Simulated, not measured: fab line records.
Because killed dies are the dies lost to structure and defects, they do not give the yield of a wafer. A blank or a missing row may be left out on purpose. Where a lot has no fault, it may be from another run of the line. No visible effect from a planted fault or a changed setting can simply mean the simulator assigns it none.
Which of the tools did it?    flow sky130    Sampling: 24 lots, 72 wafers, 6 of 708 route steps

## WHAT EACH GAUGE READ, for each wafer
SKY_LDD_HVP_OVL_MEAS_07.
lot   measured      on          LDD_HVP_OVL (nm)
L074  day 22 04:29  overlay-02  -0.7 -0.4 2.1
L075  day 23 02:23  overlay-02  0.6 1.0 -0.2
L077  day 23 04:33  overlay-01  -1.8 0.5 1.5
L076  day 23 04:38  overlay-02  1.2 1.3 1.6
L079  day 23 21:53  overlay-02  -1.6 -0.7 -1.7
L080  day 24 03:08  overlay-01  3.4 3.5 3.4
L078  day 24 07:29  overlay-02  -0.2 1.2 -0.5
L081  day 24 13:47  overlay-02  0.9 -0.2 0.9
L082  day 24 15:05  overlay-02  3.9 2.1 2.7
L083  day 25 10:26  overlay-01  2.3 1.9 2.8
L084  day 25 16:17  overlay-02  1.4 1.5 2.1
L085  day 26 00:29  overlay-01  1.8 2.4 1.2
L087  day 26 05:56  overlay-01  1.6 -0.7 0.1
L086  day 26 07:08  overlay-01  2.8 1.1 1.9
L088  day 27 03:14  overlay-02  -0.9 -1.1 -1.3
L089  day 27 08:59  overlay-02  1.4 -0.5 0.1
L090  day 27 18:59  overlay-01  2.5 1.9 3.9
L091  day 27 21:23  overlay-01  -1.1 0.2 -0.8
L092  day 28 07:44  overlay-02  -0.8 -2.1 -0.1
L093  day 28 12:14  overlay-01  1.4 -0.3 0.3
L094  day 28 21:26  overlay-01  0.5 -0.6 1.9
L095  day 28 23:56  overlay-01  -0.1 0.5 1.3
L096  day 29 13:20  overlay-01  2.4 2.7 2.2
L097  day 29 15:27  overlay-01  2.0 2.3 1.6

SKY_SD_N_RS_MEAS_17: measurement is done with a four-point probe.
lot   measured      on             SD_P_RS (ohm/sq)
L074  day 28 12:00  film metro-02  147.1 146.8 147.3
L075  day 29 08:55  film metro-04  146.4 146.1 147.0
L077  day 29 11:11  film metro-04  146.5 146.5 146.6
L076  day 29 12:41  film metro-04  146.5 146.8 146.6
L079  day 30 01:47  film metro-04  146.4 146.4 146.4
L080  day 30 06:01  film metro-02  147.4 147.4 147.5
L078  day 30 09:46  film metro-04  146.9 146.9 146.5
L081  day 30 15:58  film metro-02  147.1 147.0 146.7
L082  day 30 19:15  film metro-03  147.3 147.3 147.5
L083  day 31 11:26  film metro-04  146.7 146.7 147.2
L084  day 31 19:40  film metro-04  146.6 146.8 146.6
L085  day 32 03:44  film metro-03  147.3 147.5 147.3
L087  day 32 06:14  film metro-03  146.8 146.7 146.7
L086  day 32 07:49  film metro-03  146.9 147.1 147.0
L088  day 33 02:50  film metro-03  146.9 146.6 146.5
L089  day 33 07:50  film metro-04  146.2 146.7 146.6
L090  day 33 17:50  film metro-03  146.4 146.4 146.2
L091  day 33 18:29  film metro-04  147.1 147.1 146.7
L092  day 34 06:24  film metro-02  147.3 147.1 146.9
L093  day 34 11:01  film metro-04  146.6 146.0 145.9
L094  day 34 17:47  film metro-02  146.8 147.1 147.2
L095  day 34 20:35  film metro-03  146.8 146.6 146.3
L096  day 35 07:55  film metro-02  146.6 146.4 146.6
L097  day 35 11:41  film metro-03  146.8 146.4 146.6

SKY_CONTACT_THK_MEAS_03.
lot   measured      on             CONTACT_HDPCVD_THK (nm)
L074  day 30 23:36  film metro-01  560 554 571
L075  day 31 18:59  film metro-03  571 565 564
L077  day 31 21:14  film metro-03  566 567 568
L076  day 32 00:08  film metro-01  563 564 560
L079  day 32 14:08  film metro-02  562 560 553
L080  day 32 16:35  film metro-03  570 568 572
L078  day 32 20:20  film metro-03  566 567 564
L081  day 33 01:47  film metro-03  572 557 573
L082  day 33 05:48  film metro-01  561 561 560
L083  day 33 21:38  film metro-02  563 564 566
L084  day 34 04:52  film metro-02  562 555 565
L085  day 34 13:20  film metro-02  567 566 561
L087  day 34 14:35  film metro-02  573 568 566
L086  day 34 15:49  film metro-03  571 571 566
L088  day 35 10:45  film metro-02  561 563 561
L089  day 35 15:01  film metro-03  567 570 569
L090  day 36 02:11  film metro-02  565 570 568
L091  day 36 02:26  film metro-03  563 567 565
L092  day 36 14:13  film metro-03  566 571 567
L093  day 36 18:10  film metro-02  575 574 574
L094  day 37 00:43  film metro-01  567 564 566
L095  day 37 03:08  film metro-01  565 569 567
L096  day 37 15:53  film metro-03  573 575 580
L097  day 37 19:58  film metro-02  567 565 559

SKY_VIA2_THK_MEAS_23: measures by xrf.
lot   measured      on             VIA2_W_THK (nm)
L074  day 36 20:54  film metro-03  443 441 432
L075  day 37 16:02  film metro-01  430 429 408
L077  day 37 17:25  film metro-01  415 414 415
L076  day 37 20:31  film metro-01  425 415 425
L079  day 38 08:00  film metro-02  427 425 432
L080  day 38 12:29  film metro-02  435 426 428
L078  day 38 15:30  film metro-01  423 417 407
L081  day 38 19:52  film metro-03  424 419 427
L082  day 39 00:29  film metro-01  416 415 412
L083  day 39 16:01  film metro-01  417 432 421
L084  day 39 20:14  film metro-02  428 429 428
L085  day 40 05:49  film metro-01  410 409 409
L087  day 40 07:24  film metro-01  422 430 427
L086  day 40 08:31  film metro-03  434 436 430
L088  day 41 02:42  film metro-03  434 433 432
L089  day 41 06:21  film metro-03  440 432 441
L090  day 41 14:48  film metro-03  427 443 444
L091  day 41 16:46  film metro-01  417 412 419
L092  day 42 03:42  film metro-02  437 434 448
L093  day 42 05:45  film metro-01  420 423 412
L094  day 42 11:37  film metro-02  437 444 440
L095  day 42 11:44  film metro-03  438 440 435
L096  day 43 00:53  film metro-02  438 443 427
L097  day 43 05:13  film metro-01  416 406 399

SKY_METAL4_CD_MEAS_13: the cd target is 300 nm.
lot   measured      on         cd nm (nm)
L074  day 42 05:08  cd sem-01  298.5 299.2 298.6
L075  day 43 07:39  cd sem-02  300.1 300.7 299.9
L077  day 43 07:35  cd sem-01  300.2 299.1 300.1
L076  day 43 07:43  cd sem-01  298.0 299.1 297.9
L079  day 43 11:41  cd sem-02  301.1 301.2 300.9
L080  day 43 17:26  cd sem-01  298.4 296.8 296.7
L078  day 43 22:03  cd sem-01  302.6 302.5 302.8
L081  day 44 01:01  cd sem-02  301.6 302.1 301.1
L082  day 44 04:50  cd sem-01  300.2 301.3 299.0
L083  day 44 20:23  cd sem-01  303.5 301.0 302.8
L084  day 44 23:20  cd sem-02  301.2 300.2 299.8
L085  day 45 08:11  cd sem-01  299.9 299.0 298.1
L087  day 45 09:15  cd sem-02  300.0 297.5 298.7
L086  day 45 09:36  cd sem-01  301.5 303.1 301.7
L088  day 46 04:47  cd sem-01  301.1 301.8 301.6
L089  day 46 06:28  cd sem-02  298.7 299.5 298.5
L090  day 46 11:23  cd sem-02  299.2 300.1 298.8
L091  day 46 13:22  cd sem-02  300.0 300.3 299.2
L092  day 46 21:57  cd sem-01  301.4 300.0 300.4
L093  day 47 01:25  cd sem-01  302.6 303.2 301.9
L094  day 47 04:49  cd sem-02  299.8 300.1 298.5
L095  day 47 05:31  cd sem-01  299.6 299.3 299.3
L096  day 47 18:42  cd sem-02  301.1 300.8 301.3
L097  day 48 00:22  cd sem-02  300.9 302.6 302.0

## WHICH TOOL RAN EACH LOT (tool, then ch and the chambers of the sampled wafers, then the start)
lot   SKY_LI_CONTACT_CMP_24
L074  cmp-01 ch 1,2, day 29 17:50
L075  cmp-01 ch 1,3, day 30 14:07
L077  cmp-02 ch 1,2,3, day 30 16:25
L076  cmp-01 ch 0,1,3, day 30 19:02
L079  cmp-01 ch 0,1,2, day 31 08:46
L080  cmp-01 ch 0,3, day 31 11:24
L078  cmp-01 ch 1,3, day 31 15:32
L081  cmp-02 ch 1,2, day 31 21:07
L082  cmp-01 ch 1,2,3, day 32 00:41
L083  cmp-01 ch 1,2,3, day 32 17:28
L084  cmp-01 ch 0,1, day 33 01:01
L085  cmp-01 ch 0,1,2, day 33 08:47
L087  cmp-02 ch 1,3, day 33 10:58
L086  cmp-02 ch 0,2,3, day 33 11:52
L088  cmp-02 ch 0,1,2, day 34 06:50
L089  cmp-01 ch 1,2, day 34 11:40
L090  cmp-01 ch 0,1, day 34 22:36
L091  cmp-02 ch 0,3, day 34 23:24
L092  cmp-02 ch 0,1,3, day 35 10:29
L093  cmp-01 ch 1,2,3, day 35 13:42
L094  cmp-01 ch 0,1,2, day 35 21:20
L095  cmp-02 ch 0,3, day 35 23:54
L096  cmp-01 ch 1,3, day 36 12:15
L097  cmp-02 ch 2,3, day 36 15:55
- SKY_LI_CONTACT_CMP_24: polishes, stops on PSG, t overpolish 20 s, target thk 0 nm.

## WHAT THE TOOLS THEMSELVES READ (means of the sampled wafers that have a number; where no wafer has one, the mark that the record gives instead)
SKY_LI_CONTACT_CMP_24.
lot   tool    motor current A (A)  overpolish run s (s)  time to endpoint s (s)
L074  cmp-01  11.1                 20.008                102
L075  cmp-01  11.1                 20.007                95
L077  cmp-02  11.6                 20.002                95
L076  cmp-01  11.2                 20.009                97
L079  cmp-01  11.2                 20.010                99
L080  cmp-01  11.0                 19.996                98
L078  cmp-01  10.8                 20.004                97
L081  cmp-02  11.1                 19.998                98
L082  cmp-01  11.1                 20.000                101
L083  cmp-01  11.2                 20.001                98
L084  cmp-01  10.7                 20.004                95
L085  cmp-01  11.1                 19.993                98
L087  cmp-02  11.2                 20.001                97
L086  cmp-02  12.0                 20.001                97
L088  cmp-02  11.4                 19.999                100
L089  cmp-01  11.1                 19.993                97
L090  cmp-01  11.0                 20.003                95
L091  cmp-02  11.7                 20.002                98
L092  cmp-02  11.0                 19.998                99
L093  cmp-01  11.1                 20.007                92
L094  cmp-01  10.9                 19.999                95
L095  cmp-02  11.5                 19.995                102
L096  cmp-01  11.0                 19.993                95
L097  cmp-02  12.6                 19.999                100

## THE ANSWER, worked out from the rows above alone
Rule: what is usual is taken from the lots themselves. Put in order of their means at a reading, lots are off if they are a third of the lots or fewer, leave a main group of 4 or more, and stand apart from it by a gap of 3 or more times the standard deviation of the main group's means; of several such gaps the widest counts. The tables above print the reading to a certain number of digits; a main group whose means all agree to those digits is not used. A lot without any number at a reading at which 4 lots or more have one is off too. All remaining lots with rows at the step are treated as sound. After the gauges, taken in route order, come the tools' own readings; for these a lot's mean is taken, as printed above. The first step at which some lot is off is used, and at that step the reading that is off furthest; a lot without a number counts as furthest.
Nothing can be told from this: no lot is off at any reading shown.

## WHAT THE SIMULATOR HAD INSERTED
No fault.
